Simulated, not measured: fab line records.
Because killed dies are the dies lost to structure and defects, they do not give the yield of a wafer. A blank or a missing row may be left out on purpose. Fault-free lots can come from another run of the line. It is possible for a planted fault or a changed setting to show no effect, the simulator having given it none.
One fault seen from 2 desks -- flow gf180mcu -- only its own numbers are on each desk; what lay behind them is given at the end

== FOR THE TOOL OWNER'S DESK: pvdSputter-02 ==
The tool's own readings at GF_M3_SPUTTER_02 (material AlCu, target thk 450 nm, time 23.9 s): means of the sampled wafers that have a number, for each lot that ran on this tool. If a lot's mean is further than 4 standard deviations from the usual mean, the lot is out of limits and carries the mark OUT (the distance appears in the brackets).
Columns: A = throttleValvePct at GF_M3_SPUTTER_02, usual 30.4 %
lot,first seen here,A
L324,day 23 08:32,29.3
L326,day 24 02:34,30.9
This desk's finding: nothing out of limits on any of the 2 lots.

== METROLOGY DESK ==
What the gauges read for every lot (on any tool): the sampled wafers with a number, averaged. If a lot's mean is further than 4 standard deviations from the usual mean, the lot is out of limits and carries the mark OUT (the distance appears in the brackets).
Columns: A = M3_ALCU_RS at GF_M3_RS_MEAS_05, usual 0.0696 ohm/sq; B = M3_ALCU_THK at GF_M3_THK_MEAS_06, usual 448 nm
lot,first seen here,A,B
L324,day 23 08:41,0.1126 (+65) OUT,278 (-41) OUT
L326,day 24 02:40,0.0834 (+21) OUT,394 (-13) OUT
L330,day 25 19:52,0.0692,451
L339,day 28 01:17,0.0685,452
Finding of this desk: L324, L326 out of limits, first seen on L324 at day 23 08:41 (M3_ALCU_RS at GF_M3_RS_MEAS_05). Within limits: L330, L339.

== ALL TOGETHER ==
L324, L326 would have let the metrology desk raise an alarm at day 23 08:41.
Nothing out of limits was seen by the tool owner's desk.
Tool owner's desk: L324, L326 on record, inside its limits.
All the named lots went through GF_M3_SPUTTER_02 on pvdSputter-02.

== WHAT THE SIMULATOR PUT IN ==
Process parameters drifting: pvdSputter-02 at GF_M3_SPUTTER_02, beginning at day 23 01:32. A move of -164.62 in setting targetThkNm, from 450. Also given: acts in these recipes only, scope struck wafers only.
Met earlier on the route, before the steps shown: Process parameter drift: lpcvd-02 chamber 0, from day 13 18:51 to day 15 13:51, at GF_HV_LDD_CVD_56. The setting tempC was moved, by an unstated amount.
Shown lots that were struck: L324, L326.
Hours from the fault's start to each desk's first reading out of limits: the metrology desk, 7.
